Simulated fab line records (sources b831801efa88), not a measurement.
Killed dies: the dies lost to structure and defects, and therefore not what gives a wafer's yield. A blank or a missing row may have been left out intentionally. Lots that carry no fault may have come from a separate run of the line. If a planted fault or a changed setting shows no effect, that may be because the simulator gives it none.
fab line records ; flow gf180mcu
record: lots: 14; wafers: 42; last-day: 34
route steps=602 shown STI@5 DNWELL@37
lots with no fault: from the same line, run without faults
start-h: start of the lot's first displayed wafer, in hours after the record's first day ; wait-h: hours since the lot's step before ; " the same as in the row above ; L1.1+2: a single row standing in for several wafers ; - no value, or no start given ; * or withheld: withheld ; < > ~ a bound
route shown NAME@n: NAME is a module with steps in the file, n the number in the route of the first one ; usual: mean/standard deviation of fault-free wafers ; same: alike in all rows ; chamber/n: place in a boat ; sites: the reading at each site ; _std_site: standard deviation of those values ; _edge_site: inner sites' mean taken away from outer sites' mean ; radius-mm: how far each site lies from the wafer's centre ; mask NAME#n: copy n ; behind: the tool/chamber that last shaped the wafer ; hold: why the lot was held/for how many hours/how that ended ; device: which transistor (n, p or np) failed to switch ; end of line: at the end of the route, the tests of the same wafers ; a step given without rows: its recipe and nothing more ; killed: dies lost to structure and defects at the first sort, not the wafer's yield ; map: per-die view of a wafer (x killed, . not killed, _ where there is no die)
set.NAME: the setting as run; set.NAME@STEP: as run at that earlier step ; model.NAME: the simulator's own value behind a step, which no gauge read
route steps across a sampled set of lots; one table per step, one row per wafer
services: when a tool's chamber went out of use (start-h, in hours from the record's first day, below 0 if earlier), for how many hours, and the reason
== steps ==
step: GF_STI_THK_MEAS_04
recipe: reads: Si3N4_of_STI_CVD_03
usual: STI_CVD_03_THK: 207.5/2.1
lot.wafer;tool;chamber;start-h;wait-h;STI_CVD_03_THK[nm]
L845.1;film-metro-03;-;13.56;0.0;204.8
L845.3;film-metro-03;-;13.56;0.0;205.0
L845.6;film-metro-03;-;13.56;0.0;204.7
L846.3;film-metro-02;-;19.95;0.0;208.2
L846.4;film-metro-02;-;19.95;0.0;208.2
L846.6;film-metro-02;-;19.95;0.0;208.1
L847.1;film-metro-03;-;23.56;0.0;206.2
L847.3;film-metro-03;-;23.56;0.0;207.7
L847.5;film-metro-03;-;23.56;0.0;205.3
L849.3;film-metro-01;-;33.68;0.0;206.8
L849.4;film-metro-01;-;33.68;0.0;209.8
L849.6;film-metro-01;-;33.68;0.0;209.0
L850.2;film-metro-01;-;39.56;0.0;203.8
L850.5;film-metro-01;-;39.56;0.0;205.3
L850.6;film-metro-01;-;39.56;0.0;204.7
L851.1;film-metro-01;-;44.56;0.0;207.5
L851.3;film-metro-01;-;44.56;0.0;206.9
L851.5;film-metro-01;-;44.56;0.0;208.1
L852.1;film-metro-02;-;48.90;0.0;210.0
L852.5;film-metro-02;-;48.90;0.0;210.0
L852.6;film-metro-02;-;48.90;0.0;208.5
L861.3;film-metro-02;-;93.58;0.0;211.2
L861.5;film-metro-02;-;93.58;0.0;209.7
L861.6;film-metro-02;-;93.58;0.0;210.1
L862.1;film-metro-01;-;98.56;0.0;200.8
L862.3;film-metro-01;-;98.56;0.0;203.3
L862.4;film-metro-01;-;98.56;0.0;201.1
L863.2;film-metro-02;-;104.54;0.0;207.6
L863.4;film-metro-02;-;104.54;0.0;207.5
L863.6;film-metro-02;-;104.54;0.0;208.5
L864.3;film-metro-02;-;110.56;0.0;208.2
L864.5;film-metro-02;-;110.56;0.0;207.9
L864.6;film-metro-02;-;110.56;0.0;208.2
L865.1;film-metro-02;-;113.56;0.0;207.1
L865.4;film-metro-02;-;113.56;0.0;207.3
L865.6;film-metro-02;-;113.56;0.0;207.3
L866.3;film-metro-01;-;118.58;0.0;209.1
L866.4;film-metro-01;-;118.58;0.0;208.2
L866.6;film-metro-01;-;118.58;0.0;208.7
L868.2;film-metro-03;-;128.57;0.0;208.7
L868.3;film-metro-03;-;128.57;0.0;209.2
L868.4;film-metro-03;-;128.57;0.0;209.6
step: GF_STI_ETCH_14
recipe: target: Si; chemistry: HBr/Cl2/O2; target-depth-nm: 360; icp-w: 600; bias-w: 150; pressure-mtorr: 15; HBr_flow_sccm: 150; Cl2_flow_sccm: 40; O2_flow_sccm: 6; time-s: 102.9
usual: drypump-motor-current-A: 5.6/0.43; oes-product-au: 0.999/0.0071; throttle-valve-pct: 25.658/0.0096
lot.wafer;tool;chamber;start-h;wait-h;drypump-motor-current-A;oes-product-au;rf-hours-counter-h;throttle-valve-pct
L845.1;rie-si-02;0;24.87;0.0;6.1;1.001;1;25.652
L845.3;rie-si-02;3;24.87;0.0;5.3;0.998;29;25.659
L845.6;rie-si-02;0;24.87;0.0;6.1;1.002;-;25.662
L846.3;rie-si-02;3;32.35;0.0;5.3;1.011;29;25.644
L846.4;rie-si-02;1;32.35;0.0;4.9;1.002;2;25.666
L846.6;rie-si-02;2;32.35;0.0;5.8;0.994;-;25.654
L847.1;rie-si-01;0;35.85;0.0;6.0;0.985;101;25.675
L847.3;rie-si-01;2;35.85;0.0;5.5;0.992;64;25.653
L847.5;rie-si-01;2;35.85;0.0;5.5;0.993;-;25.657
L849.3;rie-si-02;1;46.71;0.0;4.9;0.991;2;25.666
L849.4;rie-si-02;2;46.71;0.0;5.8;1.001;37;25.656
L849.6;rie-si-02;1;46.71;0.0;4.9;0.994;-;25.639
L850.2;rie-si-02;2;52.26;0.0;5.8;0.996;37;25.654
L850.5;rie-si-02;3;52.26;0.0;5.4;0.991;-;25.664
L850.6;rie-si-02;2;52.26;0.0;5.8;0.999;-;25.654
L851.1;rie-si-01;1;57.72;0.0;5.3;1.001;90;25.665
L851.3;rie-si-01;3;57.72;0.0;6.2;0.995;41;25.648
L851.5;rie-si-01;2;57.72;0.0;5.5;1.005;-;25.660
L852.1;rie-si-02;3;61.60;0.0;5.3;1.005;29;25.660
L852.5;rie-si-02;0;61.60;0.0;6.1;1.000;-;25.657
L852.6;rie-si-02;1;61.60;0.0;4.9;1.003;-;25.647
L861.3;rie-si-01;1;107.77;0.0;5.3;1.008;90;25.651
L861.5;rie-si-01;0;107.77;0.0;5.9;1.001;-;25.651
L861.6;rie-si-01;1;107.77;0.0;5.3;1.007;-;25.626
L862.1;rie-si-02;0;113.16;0.0;6.1;0.991;2;25.643
L862.3;rie-si-02;2;113.16;0.0;5.8;1.009;37;25.656
L862.4;rie-si-02;1;113.16;0.0;4.9;1.001;3;25.651
L863.2;rie-si-01;0;119.22;0.0;5.9;1.000;102;25.670
L863.4;rie-si-01;1;119.22;0.0;5.3;0.999;90;25.660
L863.6;rie-si-01;3;119.22;0.0;6.2;1.006;-;25.670
L864.3;rie-si-01;2;124.21;0.0;5.5;1.001;65;25.664
L864.5;rie-si-01;2;124.21;0.0;5.5;1.005;-;25.671
L864.6;rie-si-01;3;124.21;0.0;6.2;0.990;-;25.679
L865.1;rie-si-02;0;128.31;0.0;6.1;1.006;2;25.648
L865.4;rie-si-02;2;128.31;0.0;5.8;1.009;38;25.658
L865.6;rie-si-02;0;128.31;0.0;6.1;0.990;-;25.664
L866.3;rie-si-01;3;133.51;0.0;6.2;1.008;41;25.657
L866.4;rie-si-01;1;133.51;0.0;5.3;1.014;91;25.659
L866.6;rie-si-01;1;133.51;0.0;5.3;1.009;-;25.663
L868.2;rie-si-01;3;143.67;0.0;6.2;0.994;42;25.659
L868.3;rie-si-01;0;143.67;0.0;5.9;0.996;102;25.664
L868.4;rie-si-01;1;143.67;0.0;5.3;1.001;91;25.661
step: GF_STI_STRIP_15
recipe: chemistry: O2/N2; power-w: 1400; pressure-mtorr: 1500; platen-temp-c: 250; o2-flow-sccm: 3000; n2-flow-sccm: 300; overash-fraction: 0.5
usual: drypump-motor-current-A: 5.72/0.19; heater-power-w: 349/17; n2-flow-sccm: 299.8/0.88; oes-product-au: 0.383/0.0044; strip-time-to-endpoint-s: 3.72/0.035
lot.wafer;tool;chamber;start-h;wait-h;drypump-motor-current-A;heater-power-w;n2-flow-sccm;oes-product-au;rf-hours-counter-h;strip-time-to-endpoint-s
L845.1;plasma-asher-04;0;24.95;0.0;5.71;346;299.3;0.385;23;3.74
L845.3;plasma-asher-04;0;24.95;0.0;5.71;342;299.9;0.392;-;3.75
L845.6;plasma-asher-04;0;24.95;0.0;5.70;346;299.3;0.383;-;3.73
L846.3;plasma-asher-04;0;32.46;0.1;5.74;351;299.7;0.386;-;3.70
L846.4;plasma-asher-04;1;32.46;0.1;5.95;326;298.3;0.375;-;3.64
L846.6;plasma-asher-04;0;32.46;0.1;5.73;341;300.0;0.377;-;3.67
L847.1;plasma-asher-01;0;35.93;0.0;5.65;370;299.2;0.385;39;3.75
L847.3;plasma-asher-01;1;35.93;0.0;5.55;359;299.8;0.384;-;3.73
L847.5;plasma-asher-01;0;35.93;0.0;5.71;364;298.5;0.378;-;3.70
L849.3;plasma-asher-03;1;46.81;0.1;6.04;352;299.2;0.386;-;3.65
L849.4;plasma-asher-03;0;46.81;0.1;5.45;334;298.7;0.378;-;3.68
L849.6;plasma-asher-03;0;46.81;0.1;5.49;326;300.3;0.379;-;3.69
L850.2;plasma-asher-01;0;52.33;0.0;5.67;373;300.1;0.379;41;3.71
L850.5;plasma-asher-01;0;52.33;0.0;5.67;358;299.5;0.395;-;3.71
L850.6;plasma-asher-01;1;52.33;0.0;5.56;365;299.4;0.382;-;3.69
L851.1;plasma-asher-01;0;57.80;0.0;5.68;366;300.2;0.387;41;3.73
L851.3;plasma-asher-01;1;57.80;0.0;5.54;356;299.9;0.384;-;3.68
L851.5;plasma-asher-01;1;57.80;0.0;5.54;363;299.5;0.378;-;3.68
L852.1;plasma-asher-01;0;61.68;0.0;5.66;367;300.8;0.384;42;3.65
L852.5;plasma-asher-01;1;61.68;0.0;5.54;362;299.2;0.385;-;3.67
L852.6;plasma-asher-01;0;61.68;0.0;5.70;367;298.7;0.387;-;3.77
L861.3;plasma-asher-01;0;107.88;0.1;5.72;371;298.2;0.388;-;3.69
L861.5;plasma-asher-01;0;107.88;0.1;5.68;366;299.7;0.383;-;3.72
L861.6;plasma-asher-01;1;107.88;0.1;5.55;363;300.4;0.377;-;3.72
L862.1;plasma-asher-04;0;113.23;0.0;5.72;350;300.9;0.391;32;3.73
L862.3;plasma-asher-04;0;113.23;0.0;5.73;343;300.2;0.383;-;3.71
L862.4;plasma-asher-04;1;113.23;0.0;5.94;319;301.7;0.380;-;3.68
L863.2;plasma-asher-03;1;119.30;0.0;6.03;356;298.7;0.376;46;3.70
L863.4;plasma-asher-03;0;119.30;0.0;5.50;333;299.7;0.373;-;3.69
L863.6;plasma-asher-03;1;119.30;0.0;6.05;356;298.6;0.385;-;3.72
L864.3;plasma-asher-03;0;124.31;0.1;5.47;331;301.9;0.390;-;3.76
L864.5;plasma-asher-03;1;124.31;0.1;6.05;348;299.0;0.379;-;3.78
L864.6;plasma-asher-03;0;124.31;0.1;5.47;326;301.2;0.382;-;3.73
L865.1;plasma-asher-03;0;128.38;0.0;5.48;339;300.1;0.384;47;3.73
L865.4;plasma-asher-03;1;128.38;0.0;6.03;361;298.1;0.379;-;3.72
L865.6;plasma-asher-03;0;128.38;0.0;5.48;336;299.6;0.392;-;3.77
L866.3;plasma-asher-01;0;133.61;0.1;5.72;369;300.7;0.379;-;3.72
L866.4;plasma-asher-01;1;133.61;0.1;5.56;357;299.2;0.389;-;3.69
L866.6;plasma-asher-01;0;133.61;0.1;5.69;362;301.8;0.386;-;3.77
L868.2;plasma-asher-03;0;143.75;0.0;5.45;340;300.6;0.386;50;3.73
L868.3;plasma-asher-03;0;143.75;0.0;5.45;327;300.1;0.382;-;3.73
L868.4;plasma-asher-03;1;143.75;0.0;6.04;347;300.1;0.380;-;3.73
step: GF_DNWELL_PEB_05
recipe: temp-c: 115; time-s: withheld
usual: chill-plate-temp-C: 23.00/0.11; exhaust-pa: 44.7/0.95; plate-temp-C: 114.99/0.14
lot.wafer;tool;chamber;start-h;wait-h;chill-plate-temp-C;exhaust-pa;plate-temp-C
L845.1;litho-track-02;0;41;-;23.01;43.1;115.11
L845.3;litho-track-02;0;41;-;23.02;45.0;115.19
L845.6;litho-track-02;0;41;-;23.10;45.0;114.94
L846.3;litho-track-01;0;49;-;22.94;44.7;115.01
L846.4;litho-track-01;0;49;-;23.01;43.8;115.02
L846.6;litho-track-01;0;49;-;22.92;44.5;114.79
L847.1;litho-track-01;0;51;-;23.09;44.4;115.20
L847.3;litho-track-01;0;51;-;23.04;44.1;114.92
L847.5;litho-track-01;0;52;-;23.00;44.8;114.87
L849.3;litho-track-03;0;63;-;23.02;44.4;115.16
L849.4;litho-track-03;0;63;-;23.08;44.1;115.09
L849.6;litho-track-03;0;63;-;23.14;43.4;115.05
L850.2;litho-track-02;0;69;-;22.96;43.2;115.10
L850.5;litho-track-02;0;69;-;23.03;45.1;115.07
L850.6;litho-track-02;0;69;-;23.06;44.1;114.95
L851.1;litho-track-02;-;74;-;-;-;-
L851.3;litho-track-02;-;74;-;-;-;-
L851.5;litho-track-02;-;74;-;-;-;-
L852.1;litho-track-01;-;80;-;-;-;-
L852.5;litho-track-01;-;80;-;-;-;-
L852.6;litho-track-01;-;80;-;-;-;-
L861.3;litho-track-01;0;127;-;23.00;44.8;114.76
L861.5;litho-track-01;0;127;-;22.96;44.1;114.85
L861.6;litho-track-01;0;127;-;22.86;45.2;115.07
L862.1;litho-track-02;0;131;-;22.89;45.8;115.01
L862.3;litho-track-02;0;131;-;23.01;45.3;114.79
L862.4;litho-track-02;0;132;-;22.96;45.3;114.83
L863.2;litho-track-03;0;138;-;22.97;45.5;115.04
L863.4;litho-track-03;0;138;-;23.08;43.3;114.97
L863.6;litho-track-03;0;138;-;22.97;43.5;115.17
L864.3;litho-track-03;0;142;-;22.93;44.5;115.13
L864.5;litho-track-03;0;142;-;22.77;44.9;114.78
L864.6;litho-track-03;0;142;-;22.83;44.9;114.94
L865.1;litho-track-03;0;147;-;22.88;44.7;115.01
L865.4;litho-track-03;0;148;-;22.92;45.3;114.97
L865.6;litho-track-03;0;148;-;22.79;45.6;115.06
L866.3;litho-track-01;0;153;-;23.07;45.0;115.04
L866.4;litho-track-01;0;153;-;23.12;46.0;114.85
L866.6;litho-track-01;0;153;-;23.09;44.4;115.13
L868.2;litho-track-02;0;163;-;23.21;43.1;114.78
L868.3;litho-track-02;0;163;-;23.27;45.5;114.97
L868.4;litho-track-02;0;163;-;23.32;43.7;114.74
== services ==
tool;chamber;start-h;hours;kind
rie-si-02;2;14.44;7.1;repair
plasma-asher-01;-;31.28;2.8;pm
rie-si-02;-;45.12;0.1;repair
rie-si-02;-;113.75;1.1;repair
rie-si-01;1;124.17;2.7;repair
plasma-asher-01;-;141.14;7.8;pm
rie-si-02;-;162.10;28.1;pm
== key ==
first-sign: step: GF_DNWELL_PEB_05; reading: tool-record; direction: missing
effect none on later readings
met-at GF_DNWELL_PEB_05
struck-lots L851,L852
sort-left-out L851.1,L851.3,L851.5,L852.1,L852.5,L852.6
tester-left-out L851,L852
not-acting-at GF_STI_THK_MEAS_04,GF_STI_ETCH_14,GF_STI_STRIP_15
onset-between 69 74
fault: kind: skipped-step-whole; tool: litho-track-01,litho-track-02; chamber: -; onset-h: 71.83; steps: GF_DNWELL_PEB_05; scope: struck-lots-only
tester-left-out: of these lots the tester's yield and bins aren't shown, on N5 and GAA mostly nor the transistor test; their killed dies are dies lost to structure and defects alone, not to doping, threshold or leakage, so they don't give the yield
sort-left-out: the simulated sort isn't trusted on such a fault, so these wafers' sort isn't shown, and their yield isn't known
